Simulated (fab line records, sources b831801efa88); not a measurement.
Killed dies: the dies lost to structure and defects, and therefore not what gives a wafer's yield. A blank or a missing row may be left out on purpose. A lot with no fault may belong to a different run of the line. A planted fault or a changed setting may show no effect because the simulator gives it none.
Chamber matching ; flow sfq line ; 4 sister chambers for SFQ_TRILAYER_I6_VIA_BARC_OPEN_VIA_ETCH_235 on rie diel-03
The step etches BARC in O2, target depth 125 nm, time 41.7 s. 8 wafers are shown with their chamber, then 7 later ones without.

## EACH WAFER AND ITS CHAMBER
wafer;chamber;drypump motor current A (A);run length s (s)
L493.6;1;6.5;70.1
L495.1;0;5.1;70.0
L495.6;0;5.1;70.2
L496.6;2;6.5;69.7
L497.3;3;5.3;69.6
L497.4;2;6.5;69.9
L497.6;3;5.2;69.5
L498.2;1;6.5;70.1

## WAFERS WITHOUT THEIR CHAMBER
wafer;drypump motor current A (A);run length s (s)
L498.3;5.2;69.6
L498.6;6.5;69.8
L511.1;5.3;69.4
L511.3;5.1;70.2
L513.2;5.2;69.7
L513.4;6.5;70.2
L513.6;5.2;69.6

## EACH ONE'S CHAMBER
wafer;from the rows above;in truth
L498.3;3;3
L498.6;2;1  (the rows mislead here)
L511.1;3;3
L511.3;0;0
L513.2;3;3
L513.4;1;1
L513.6;3;3
6 of 7 placed correctly. Not placeable from these rows: 0. Placed wrongly: 1.
How it was worked out, from the rows above alone: a wafer's distance from a chamber is the root of the sum, over the readings, of the square of ((its reading less the chamber's mean) divided by the reading's scatter). The wafer belongs to the nearest chamber; if the next one is less than 2 further off, it can't be placed. Each chamber's mean is taken over the wafers shown for it. The scatter: take each reading less its chamber's mean, square it, sum over the shown wafers, divide by the number of wafers less the number of chambers, and take the root.
